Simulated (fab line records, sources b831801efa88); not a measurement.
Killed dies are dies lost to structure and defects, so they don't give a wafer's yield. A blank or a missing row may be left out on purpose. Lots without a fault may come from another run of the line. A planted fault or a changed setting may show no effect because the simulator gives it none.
fab line records | flow sky130
record lots=6 wafers=18 last_day=50
route steps=708 shown VIA3@582 METAL4@598 PAD_OPEN@708
lots that met no fault: from a run of the same line without faults
start_h: hours from the record's first day to the start of the lot's first wafer shown | wait_h: hours since the lot's step before | " the same as in the row above | L1.1+2: a row that stands for several wafers | - no value, or no start given | * or withheld: withheld | < > ~ a bound
route shown NAME@n: a module of which the file shows steps, and the number in the route of the first | usual: mean/standard deviation of fault-free wafers | same: alike in all rows | chamber/n: place in a boat | sites: the reading at each site | _std_site: their standard deviation | _edge_site: outer sites' mean less inner sites' | radius_mm: how far each site lies from the wafer's centre | mask NAME#n: copy n | behind: the tool/chamber that last shaped the wafer | hold: why the lot was held/for how many hours/how that ended | device: the transistor (n, p or np) that didn't switch | end of line: the same wafers' tests at the end of the route | a step without rows: its recipe alone | killed: dies lost to structure and defects at the first sort, not the wafer's yield | map: a wafer's dies, x killed, . not, _ none there
set.NAME: the setting as run; set.NAME@STEP: as run at that earlier step | model.NAME: the simulator's own value behind a step, which no gauge read
lots at some steps of the route; a table a step, a row a wafer
services: from which hour (start_h, from the record's first day; less than 0 if before it) a tool's chamber was out of use, for how many hours, and why
## steps
# step SKY_VIA3_EXPOSE_09
# recipe mask_id=VIM3 na=0.8 source_shape=annular sigma_inner=0.55 sigma_outer=0.85 target_cd_nm=200 dose_mj=38
# step SKY_VIA3_PEB_10
# recipe peb_temp_c=withheld peb_time_s=withheld resist=KrF-thick
# step SKY_VIA3_DEVELOP_11
# recipe develop_time_s=60 resist=KrF-thick dev_temp_c=21
# step SKY_VIA3_CD_MEAS_12
# recipe target_cd_nm=200
# usual cd_nm=200.4/1.4
# columns lot.wafer tool chamber start_h wait_h cd_nm
L519.1 cd_sem-02 - 974.54 - 199.7
L519.2 " - " " 200.7
L519.3 " - " " 201.2
L522.1 cd_sem-01 - 994.79 - 199.9
L522.3 " - " " 199.6
L522.5 " - " " 200.2
L528.2 cd_sem-02 - 1046.58 - 201.2
L528.4 " - " " 202.3
L528.5 " - " " 202.4
L529.1 cd_sem-02 - 1050.78 - 199.5
L529.5 " - " " 200.3
L529.6 " - " " 200.1
L534.2 cd_sem-02 - 1076.36 - 199.9
L534.3 " - " " 201.2
L534.5 " - " " 198.5
L536.1 cd_sem-02 - 1083.59 - 202.4
L536.2 " - " " 203.4
L536.3 " - " " 202.1
# step SKY_VIA3_OVL_MEAS_13
# usual VIA3_OVL=-6/6.9
# columns lot.wafer tool chamber start_h wait_h VIA3_OVL[nm]
L519.1 overlay-01 - 974.66 0.1 -6
L519.2 " - " " -4
L519.3 " - " " -7
L522.1 overlay-02 - 994.91 0.1 -6
L522.3 " - " " 5
L522.5 " - " " -2
L528.2 overlay-02 - 1046.68 0.1 8
L528.4 " - " " 6
L528.5 " - " " -4
L529.1 overlay-01 - 1050.90 0.1 -8
L529.5 " - " " -5
L529.6 " - " " -14
L534.2 overlay-01 - 1076.46 0.1 -7
L534.3 " - " " 2
L534.5 " - " " 6
L536.1 overlay-02 - 1083.71 0.1 -2
L536.2 " - " " -5
L536.3 " - " " -4
# step SKY_VIA3_ETCH_14
# recipe chemistry=N2/H2 target=BARC ion_energy_ev=200 source_w=500 bias_w=100 pressure_mtorr=30 n2_flow_sccm=100 h2_flow_sccm=200 stop_on=SiO2 time_s=45.9 target_depth_a=600
# usual drypump_motor_current_A=5.6/0.52 n2_flow_sccm=100.0/0.32 oes_product_au=0.855/0.0049 throttle_valve_pct=13.225/0.011
# columns lot.wafer tool chamber start_h wait_h drypump_motor_current_A n2_flow_sccm oes_product_au rf_hours_counter_h throttle_valve_pct
L519.1 rie_diel-01 2 974.69 0.0 4.9 99.7 0.849 23 13.233
L519.2 " 1 " " 6.2 100.1 0.853 8 13.231
L519.3 " 3 " " 5.2 100.2 0.855 20 13.230
L522.1 rie_diel-01 0 994.94 0.0 5.8 100.3 0.852 4 13.217
L522.3 " 1 " " 6.2 99.9 0.855 9 13.237
L522.5 " 2 " " 4.9 100.5 0.852 - 13.200
L528.2 rie_diel-03 3 1046.71 0.0 5.0 100.0 0.852 6 13.218
L528.4 " 2 " " 6.1 99.9 0.855 13 13.240
L528.5 " 3 " " 5.0 99.7 0.858 - 13.218
L529.1 rie_diel-04 2 1050.94 0.0 6.4 99.6 0.862 9 13.203
L529.5 " 3 " " 6.0 99.7 0.853 - 13.208
L529.6 " 0 " " 5.7 100.5 0.865 - 13.215
L534.2 rie_diel-01 1 1076.49 0.0 6.2 99.8 0.858 11 13.226
L534.3 " 0 " " 5.7 99.7 0.848 6 13.221
L534.5 " 2 " " 4.9 100.5 0.854 - 13.219
L536.1 rie_diel-03 3 1083.74 0.0 5.0 100.1 0.856 8 13.231
L536.2 " 2 " " 6.0 99.9 0.850 15 13.226
L536.3 " 1 " " 5.0 99.7 0.857 16 13.220
# step SKY_VIA3_ETCH_15
# recipe target=SiO2 chemistry=C4F8/O2/Ar target_depth_nm=507 stop_on=TiN mask_material=KrF-thick source_w=1500 bias_w=1200 pressure_mtorr=40 c4f8_flow_sccm=withheld O2_flow_sccm=6 Ar_flow_sccm=300 time_s=78
# usual oes_product_au=0.946/0.0049
# columns lot.wafer tool chamber start_h wait_h oes_product_au rf_hours_counter_h
L519.1 rie_diel-01 2 974.73 0.0 0.941 23
L519.2 " 1 " " 0.956 8
L519.3 " 3 " " 0.946 20
L522.1 rie_diel-01 0 994.99 0.0 0.950 4
L522.3 " 1 " " 0.954 9
L522.5 " 2 " " 0.944 -
L528.2 rie_diel-03 3 1046.76 0.0 0.950 7
L528.4 " 2 " " 0.955 13
L528.5 " 3 " " 0.945 -
L529.1 rie_diel-04 2 1050.98 0.0 0.949 9
L529.5 " 3 " " 0.947 -
L529.6 " 0 " " 0.949 -
L534.2 rie_diel-01 1 1076.54 0.0 0.943 11
L534.3 " 0 " " 0.954 6
L534.5 " 2 " " 0.948 -
L536.1 rie_diel-03 3 1083.79 0.0 0.948 8
L536.2 " 2 " " 0.947 15
L536.3 " 1 " " 0.947 16
# step SKY_VIA3_STRIP_16
# recipe chemistry=O2/N2 power_w=1400 pressure_mtorr=1500 platen_temp_c=withheld o2_flow_sccm=3000 n2_flow_sccm=300 overash_fraction=0.5
# usual drypump_motor_current_A=5.8/0.43 n2_flow_sccm=299.9/1 oes_product_au=0.402/0.0051 strip_time_to_endpoint_s=4.132/0.03
# same overash_fraction=0.5
# columns lot.wafer tool chamber start_h wait_h drypump_motor_current_A n2_flow_sccm oes_product_au rf_hours_counter_h strip_time_to_endpoint_s
L519.1 plasma_asher-04 1 974.79 0.0 6.3 299.0 0.400 18 4.091
L519.2 " 0 " " 6.2 300.8 0.409 18 4.086
L519.3 " 0 " " 6.2 300.3 0.408 - 4.114
L522.1 plasma_asher-02 0 995.05 0.0 5.6 299.7 0.396 75 4.150
L522.3 " 1 " " 5.6 300.0 0.401 - 4.144
L522.5 " 1 " " 5.7 300.4 0.414 - 4.059
L528.2 plasma_asher-02 0 1046.82 0.0 5.6 299.7 0.405 80 4.134
L528.4 " 1 " " 5.6 300.5 0.402 - 4.138
L528.5 " 0 " " 5.6 300.8 0.395 - 4.129
L529.1 plasma_asher-04 1 1051.04 0.0 6.3 300.3 0.396 25 4.113
L529.5 " 1 " " 6.3 299.8 0.403 - 4.152
L529.6 " 0 " " 6.3 301.6 0.410 - 4.189
L534.2 plasma_asher-01 1 1076.60 0.0 5.4 299.7 0.405 1 4.138
L534.3 " 1 " " 5.5 300.1 0.393 - 4.145
L534.5 " 1 " " 5.4 299.8 0.410 - 4.131
L536.1 plasma_asher-04 0 1083.85 0.0 6.2 299.5 0.400 29 4.120
L536.2 " 1 " " 6.3 299.8 0.401 29 4.139
L536.3 " 0 " " 6.3 300.1 0.405 - 4.152
# step SKY_VIA3_STRIP_17
# recipe chemistry=post_etch_residue_remover time_s=1200 temp_c=72.5
# step SKY_VIA3_CLEAN_18
# recipe chemistry=IPA time_s=180 temp_c=25
# step SKY_VIA3_CLEAN_19
# recipe chemistry=O3/DIW dry=n2_spin
# step SKY_VIA3_SPUTTER_20
# recipe material=TiN target_thk_nm=20 chamber_pressure_pa=4.812 power_w=4000 time_s=80
# usual cathode_dc_power_W=3999.9/0.72 throttle_valve_pct=30.8/1.1
# columns lot.wafer tool chamber start_h wait_h cathode_dc_power_W throttle_valve_pct
L519.1 pvd_sputter-03 - 975.42 0.0 3999.0 29.8
L519.2 " - " " 3999.4 32.2
L519.3 " - " " 3999.8 30.5
L522.1 pvd_sputter-03 - 995.64 0.0 3999.3 32.7
L522.3 " - " " 3999.5 29.4
L522.5 " - " " 3999.9 32.3
L528.2 pvd_sputter-04 - 1047.41 0.0 4000.1 31.3
L528.4 " - " " 4000.2 30.8
L528.5 " - " " 4000.7 29.6
L529.1 pvd_sputter-01 - 1051.63 0.0 4000.7 31.2
L529.5 " - " " 3998.8 31.4
L529.6 " - " " 4001.1 29.7
L534.2 pvd_sputter-04 - 1077.19 0.0 4000.2 30.6
L534.3 " - " " 4001.7 29.6
L534.5 " - " " 4001.1 31.4
L536.1 pvd_sputter-03 - 1084.47 0.0 4000.7 33.1
L536.2 " - " " 3999.5 30.5
L536.3 " - " " 4000.3 32.4
# step SKY_VIA3_CVD_21
# recipe material=W target_thk_nm=390 time_s=117.31 temp_c=400 pressure_torr=40
# usual heater_power_w=774/48
# columns lot.wafer tool chamber start_h wait_h heater_power_w model.W_of_VIA3_CVD_21.thk_nm
L519.1 cvd_w-02 0 975.48 0.0 776 382.1
L519.2 " 1 " " 753 386.9
L519.3 " 1 " " 757 394.4
L522.1 cvd_w-01 1 995.70 0.0 757 392.7
L522.3 " 0 " " 870 389.8
L522.5 " 1 " " 744 389.2
L528.2 cvd_w-01 0 1047.47 0.0 881 391.8
L528.4 " 1 " " 745 721.6
L528.5 " 1 " " 748 722.6
L529.1 cvd_w-01 1 1051.70 0.0 737 725.9
L529.5 " 1 " " 755 724.9
L529.6 " 1 " " 741 728.4
L534.2 cvd_w-02 1 1077.25 0.0 743 387.6
L534.3 " 1 " " 749 389.1
L534.5 " 1 " " 756 386.4
L536.1 cvd_w-02 1 1084.53 0.0 751 383.2
L536.2 " 0 " " 752 390.6
L536.3 " 0 " " 761 390.1
# step SKY_VIA3_RS_MEAS_22
# recipe thk_meas_gauge=four-point-probe reads=W_of_VIA3_CVD_21+TiN_of_VIA3_SPUTTER_20
# usual VIA3_W_RS=0.295/0.0036
# columns lot.wafer tool chamber start_h wait_h VIA3_W_RS[ohm/sq]
L519.1 film_metro-04 - 975.60 0.1 0.300
L519.2 " - " " 0.295
L519.3 " - " " 0.290
L522.1 film_metro-03 - 995.82 0.1 0.292
L522.3 " - " " 0.294
L522.5 " - " " 0.295
L528.2 film_metro-04 - 1047.67 0.2 0.291
L528.4 " - " " 0.157
L528.5 " - " " 0.158
L529.1 film_metro-03 - 1051.94 0.2 0.157
L529.5 " - " " 0.157
L529.6 " - " " 0.157
L534.2 film_metro-02 - 1077.39 0.1 0.295
L534.3 " - " " 0.294
L534.5 " - " " 0.296
L536.1 film_metro-02 - 1084.66 0.1 0.299
L536.2 " - " " 0.294
L536.3 " - " " 0.293
# step SKY_VIA3_THK_MEAS_23
# recipe thk_meas_gauge=xrf reads=W_of_VIA3_CVD_21
# usual VIA3_W_THK=381/6.6
# columns lot.wafer tool chamber start_h wait_h VIA3_W_THK[nm]
L519.1 film_metro-04 - 975.72 0.1 376
L519.2 " - " " 382
L519.3 " - " " 386
L522.1 film_metro-03 - 995.94 0.1 376
L522.3 " - " " 376
L522.5 " - " " 376
L528.2 film_metro-04 - 1047.78 0.1 388
L528.4 " - " " -
L528.5 " - " " -
L529.1 film_metro-03 - 1052.06 0.1 -
L529.5 " - " " -
L529.6 " - " " -
L534.2 film_metro-02 - 1077.50 0.1 385
L534.3 " - " " 386
L534.5 " - " " 385
L536.1 film_metro-02 - 1084.78 0.1 382
L536.2 " - " " 387
L536.3 " - " " 390
# step SKY_VIA3_CMP_24
# recipe stop_on=SiO2 t_overpolish_s=20 down_force_psi=3.5 platen_rpm=60 target_thk_nm=0 pad_velocity_m_s=0.94248
# usual motor_current_A=11.3/1.1 platen_rpm=60.01/0.041 slurry_flow_ml_min=150.1/0.48 time_to_endpoint_s=92/5.7
# columns lot.wafer tool chamber start_h wait_h motor_current_A platen_rpm slurry_flow_ml_min time_to_endpoint_s
L519.3 cmp-01 3 975.78 0.0 10.9 59.98 149.1 92
L519.2 " 1 " " 12.8 59.95 149.9 90
L519.1 " 2 " " 10.6 59.96 151.0 98
L522.1 cmp-01 1 996.05 0.1 12.5 60.00 150.0 90
L522.3 " 3 " " 10.0 60.10 149.9 91
L522.5 " 1 " " 12.7 59.97 150.1 90
L528.4 cmp-02 0 1047.83 0.0 11.9 60.00 150.1 182
L528.2 " 2 " " 11.3 59.97 149.8 89
L528.5 " 0 " " 12.0 60.01 150.3 186
L529.1 cmp-02 0 1052.12 0.1 12.3 59.98 149.4 184
L529.6 " 0 " " 12.5 59.96 149.9 183
L529.5 " 1 " " 10.6 59.95 149.7 174
L534.3 cmp-01 1 1077.55 0.0 13.2 59.97 149.1 88
L534.2 " 2 " " 11.2 59.94 150.4 100
L534.5 " 1 " " 12.9 59.99 149.5 89
L536.2 cmp-01 1 1084.84 0.0 12.9 59.94 150.0 89
L536.1 " 2 " " 11.0 59.99 150.4 100
L536.3 " 0 " " 10.9 60.04 149.9 85
# step SKY_METAL4_SPUTTER_00
# recipe material=Ti target_thk_nm=15 power_w=3000 time_s=10 chamber_pressure_pa=0.4
# usual cathode_dc_power_W=3000.0/0.53 throttle_valve_pct=30.4/0.78
# columns lot.wafer tool chamber start_h wait_h cathode_dc_power_W throttle_valve_pct
L519.1 pvd_sputter-01 - 976.08 0.1 2999.7 29.2
L519.2 " - " " 2999.9 31.0
L519.3 " - " " 2999.4 30.6
L522.1 pvd_sputter-01 - 996.30 0.2 2999.3 31.4
L522.3 " - " " 2999.8 30.6
L522.5 " - " " 2999.6 29.2
L528.2 pvd_sputter-01 - 1048.13 0.1 2998.8 29.5
L528.4 " - " " 2999.7 29.6
L528.5 " - " " 3000.9 31.3
L529.1 pvd_sputter-02 - 1052.42 0.2 2999.3 31.8
L529.5 " - " " 3000.3 30.4
L529.6 " - " " 3000.7 30.2
L534.2 pvd_sputter-02 - 1077.85 0.2 3000.3 30.2
L534.3 " - " " 2999.5 29.7
L534.5 " - " " 3000.6 30.3
L536.1 pvd_sputter-01 - 1085.14 0.2 3000.7 31.2
L536.2 " - " " 3001.0 30.8
L536.3 " - " " 3000.7 29.5
# step SKY_PAD_OPEN_PROBE_99
# usual defect_limited_yield=82.6/1.9 killed_at_M0_to_M3=42/7 killed_at_M4_up=3.2/1.6 killed_at_contacts=24/5.8 killed_at_front_end=16/4.3 killed_at_other=0.3/0.62 killed_dies=86/9.5 killed_open=46/6.4 killed_short=39/6.3 sort_bin_3_pad_short=0.9/0.43 sort_bin_5_function=10.5/1.4 sort_bin_6_memory=6.1/1.2 sort_n_pass=406/9.5 sort_yield_pct=82.6/1.9
# same gross_dies=492 killed_at_back_side=0 sort_bin_4_leakage[%]=0 sort_bin_8_speed[%]=0
# columns lot.wafer tool chamber start_h wait_h defect_limited_yield[%] killed_at_M0_to_M3 killed_at_M4_up killed_at_contacts killed_at_front_end killed_at_other killed_dies killed_open killed_short sort_bin_3_pad_short[%] sort_bin_5_function[%] sort_bin_6_memory[%] sort_n_pass sort_yield_pct[%]
L522.1 prober-02 - 1132.97 0.1 84.1 37 6 21 14 0 78 48 30 0.8 10.2 4.9 414 84.1
L522.3 prober-02 - 1133.07 0.2 82.5 38 2 27 18 1 86 42 44 1.2 11.0 5.3 406 82.5
L522.5 prober-02 - 1133.17 0.2 79.3 38 4 42 18 0 102 64 38 1.2 11.2 8.3 390 79.3
L528.2 prober-01 - 1171.91 0.1 81.1 41 4 31 17 0 93 57 36 0.8 11.8 6.3 399 81.1
L528.4 prober-01 - 1172.01 0.2 79.9 56 2 23 18 0 99 48 51 1.0 12.6 6.5 393 79.9
L528.5 prober-01 - 1172.06 0.2 81.9 32 4 35 17 1 89 49 40 0.8 11.8 5.5 403 81.9
# killed by level:class
L522.1 VIA1:geometric_particle:open=8 LI_CONTACT:geometric_particle:open=8 CONTACT:geometric_particle:open=7 METAL1:geometric_particle:short=7 FIELD_ISO:geometric_particle:open=6 VIA3:geometric_particle:open=6 VIA2:geometric_particle:open=6 FIELD_ISO:geometric_particle:short=3
L522.3 VIA3:geometric_particle:open=10 LI_CONTACT:geometric_particle:open=8 CONTACT:geometric_particle:open=7 LOCAL_INTERCONNECT:geometric_particle:short=6 FIELD_ISO:geometric_particle:open=5 FIELD_ISO:geometric_particle:short=5 CONTACT:geometric_particle:short=4 METAL1:geometric_particle:short=4
L522.5 LI_CONTACT:geometric_particle:open=14 CONTACT:geometric_particle:open=12 VIA2:geometric_particle:open=12 FIELD_ISO:geometric_particle:open=6 CONTACT:geometric_particle:short=6 LI_CONTACT:geometric_particle:short=5 LOCAL_INTERCONNECT:geometric_particle:short=5 METAL1:geometric_particle:short=5
L528.2 CONTACT:geometric_particle:open=14 VIA1:geometric_particle:open=13 FIELD_ISO:geometric_particle:open=6 VIA3:geometric_particle:open=6 LI_CONTACT:geometric_particle:open=5 LOCAL_INTERCONNECT:geometric_particle:short=5 LI_CONTACT:geometric_particle:short=4 METAL2:geometric_particle:short=4
L528.4 VIA1:geometric_particle:open=11 METAL1:geometric_particle:short=10 METAL2:geometric_particle:short=10 CONTACT:geometric_particle:open=8 VIA3:geometric_particle:open=7 CONTACT:geometric_particle:short=6 LI_CONTACT:geometric_particle:open=6 FIELD_ISO:geometric_particle:short=5
L528.5 CONTACT:geometric_particle:open=17 VIA1:geometric_particle:open=8 FIELD_ISO:geometric_particle:open=6 FIELD_ISO:geometric_particle:short=6 LOCAL_INTERCONNECT:geometric_particle:short=6 LI_CONTACT:geometric_particle:open=6 METAL2:geometric_particle:short=6 VIA3:geometric_particle:open=5
## services
# columns tool chamber start_h hours kind
cmp-02 - 955.03 1.7 repair
cmp-02 - 956.74 9.2 pm
rie_diel-03 1 964.69 8.6 repair
pvd_sputter-03 - 964.83 8.9 repair
plasma_asher-04 - 970.51 0.4 repair
pvd_sputter-04 - 973.51 3.5 repair
cvd_w-02 0 975.87 4.4 repair
pvd_sputter-03 - 977.73 3.6 repair
plasma_asher-02 - 979.35 2.6 repair
plasma_asher-04 - 991.35 2.8 pm
pvd_sputter-02 - 992.35 1.5 repair
rie_diel-03 - 999.73 8.8 repair
pvd_sputter-02 - 1007.09 0.6 repair
cvd_w-01 1 1008.71 3.2 repair
pvd_sputter-03 - 1021.54 1.8 repair
pvd_sputter-01 2 1040.79 - consumable_replace:kit
plasma_asher-04 - 1046.86 0.4 repair
cvd_w-01 0 1050.28 17.2 repair
plasma_asher-01 - 1055.25 9.0 pm
pvd_sputter-01 - 1057.13 1.6 repair
plasma_asher-04 - 1060.92 2.8 repair
pvd_sputter-02 - 1065.23 5.1 repair
cvd_w-01 - 1076.42 6.9 pm
cmp-02 - 1084.15 4.0 pm
## key
first_sign step=SKY_VIA3_RS_MEAS_22 reading=VIA3_W_RS direction=down sigmas=38 usual=0.295 struck=0.157
effect step=SKY_VIA3_THK_MEAS_23 reading=VIA3_W_THK direction=missing
effect step=SKY_VIA3_CMP_24 reading=time_to_endpoint_s direction=up sigmas=16 usual=* struck=*
model_effect step=SKY_VIA3_CVD_21 value=W_of_VIA3_CVD_21.thk_nm without=392.7 struck=724.7
met_at SKY_VIA3_CVD_21
struck_wafers L528.4,L528.5,L529.1,L529.5,L529.6
onset_between 995.70 1047.47
fault kind=process_parameter_drift tool=cvd_w-01 chamber=1 onset_h=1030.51 steps=SKY_VIA3_CVD_21 channel=target_thk_nm offset=334.28 shape=step end_h=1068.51 acts_in=these_recipes_only stated=390
